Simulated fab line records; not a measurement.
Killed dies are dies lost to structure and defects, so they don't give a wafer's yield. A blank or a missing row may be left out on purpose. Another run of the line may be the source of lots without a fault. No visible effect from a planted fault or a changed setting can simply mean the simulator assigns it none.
The tool behind it: which one? -- flow gf180mcu -- 36 wafers from 12 lots sampled at 3 of the route's 602 steps

== WHAT THE GAUGES SHOWED, per wafer ==
GF_V5_RS_MEAS_24: a four-point-probe measurement. Usual: for V5_W_RS the level is 0.328 ohm/sq and the standard deviation is 0.0039.
lot,measured,on,V5_W_RS (ohm/sq),flag
L878,day 27 03:37,film metro-02,0.327 0.332 0.328,
L879,day 27 14:04,film metro-02,0.330 0.323 0.323,
L880,day 28 00:44,film metro-02,0.330 0.323 0.330,
L881,day 28 04:27,film metro-02,0.327 0.327 0.334,
L882,day 28 14:08,film metro-01,0.328 0.333 0.324,
L883,day 28 21:15,film metro-01,0.324 0.326 0.329,
L884,day 28 23:10,film metro-02,0.330 0.329 0.326,
L891,day 31 00:17,film metro-03,0.327 0.328 0.328,
L897,day 32 16:31,film metro-02,0.330 0.333 0.335,
L899,day 33 03:43,film metro-02,0.329 0.325 0.326,
L900,day 33 08:11,film metro-01,0.327 0.329 0.333,
L901,day 33 20:25,film metro-01,0.321 0.321 0.323,

GF_TOP_METAL_RS_MEAS_05: a four-point-probe measurement. Usual: for TOP_METAL_ALCU_RS the level is 0.0327 ohm/sq and the standard deviation is 0.00034.
lot,measured,on,TOP_METAL_ALCU_RS (ohm/sq),flag
L878,day 27 04:19,film metro-02,0.0330 0.0331 0.0336,
L879,day 27 14:46,film metro-04,0.0329 0.0327 0.0331,
L880,day 28 01:26,film metro-02,0.0328 0.0328 0.0327,
L881,day 28 05:09,film metro-02,0.0325 0.0324 0.0323,
L882,day 28 14:51,film metro-04,0.0330 0.0328 0.0328,
L883,day 28 22:13,film metro-04,0.0331 0.0332 0.0330,
L884,day 28 23:52,film metro-04,0.0327 0.0329 0.0324,
L891,day 31 00:59,film metro-04,0.0324 0.0325 0.0326,
L897,day 32 17:28,film metro-02,0.0325 0.0322 0.0325,
L899,day 33 04:25,film metro-02,0.0331 0.0329 0.0330,
L900,day 33 08:53,film metro-02,0.0324 0.0324 0.0323,
L901,day 33 21:07,film metro-03,0.0322 0.0320 0.0324,

== TOOL THAT RAN EACH LOT (tool first, then ch and the chambers of the sampled wafers, then the start) ==
lot,GF_M5_ETCH_09
L878,"rie diel-04 ch 0,1,3, day 26 04:36"
L879,"rie diel-01 ch 1,2,3, day 26 15:03"
L880,"rie diel-01 ch 0,1,2, day 27 02:09"
L881,"rie diel-04 ch 0,1,2, day 27 06:14"
L882,"rie diel-04 ch 1,2, day 27 15:21"
L883,"rie diel-04 ch 0,1,2, day 27 23:08"
L884,"rie diel-01 ch 0,1,3, day 28 00:53"
L891,"rie diel-04 ch 0,1,3, day 30 04:03"
L897,"rie diel-02 ch 1,3, day 31 21:30"
L899,"rie diel-01 ch 0,1, day 32 08:18"
L900,"rie diel-04 ch 2,3, day 32 13:39"
L901,"rie diel-01 ch 0,1,3, day 33 02:28"
- GF_M5_ETCH_09: etches Si3N4 in CF4/O2, target depth 52 nm, time 11.6 s.

== WHAT THE TOOLS THEMSELVES READ (means of the sampled wafers that have a number; where no wafer has one, the mark that the record gives instead) ==
GF_M5_ETCH_09. Usual: drypump motor current A 5.5 A, standard deviation 0.47; oes product au 1.003 a.u., standard deviation 0.011; rf fwd power W 785 W, standard deviation 4.5; throttle valve pct 5.971 %, standard deviation 0.0082.
lot,tool,drypump motor current A (A),oes product au (a.u.),rf fwd power W (W),throttle valve pct (%),flag
L878,rie diel-04,5.6,1.013,784,5.986,
L879,rie diel-01,5.2,0.992,787,5.974,
L880,rie diel-01,4.9,0.992,786,5.970,
L881,rie diel-04,5.8,1.005,781,5.969,
L882,rie diel-04,5.8,1.001,786,5.973,
L883,rie diel-04,5.8,1.004,783,5.975,
L884,rie diel-01,5.1,0.992,785,5.968,
L891,rie diel-04,5.5,1.009,786,5.966,
L897,rie diel-02,5.6,1.001,781,5.978,
L899,rie diel-01,4.9,0.998,783,5.971,
L900,rie diel-04,5.8,1.008,788,5.975,
L901,rie diel-01,5.1,1.007,786,5.967,

== THE ANSWER, worked out from the rows above alone ==
Rule: a lot is off if the mean of its wafers that have a number lies more than 3 standard deviations from the usual mean. Also off: a lot with no number at a reading for which 4 or more lots have one. Any other lot the step has rows for is counted as sound. After the gauges, taken in route order, come the tools' own readings; for these a lot's mean is taken, as printed above. At the first step where some lot is off, the reading lying furthest off is the one used; lots without a number count as furthest.
None of the lots is off at any reading shown; this tells nothing.

== WHAT WAS PUT IN BY THE SIMULATOR ==
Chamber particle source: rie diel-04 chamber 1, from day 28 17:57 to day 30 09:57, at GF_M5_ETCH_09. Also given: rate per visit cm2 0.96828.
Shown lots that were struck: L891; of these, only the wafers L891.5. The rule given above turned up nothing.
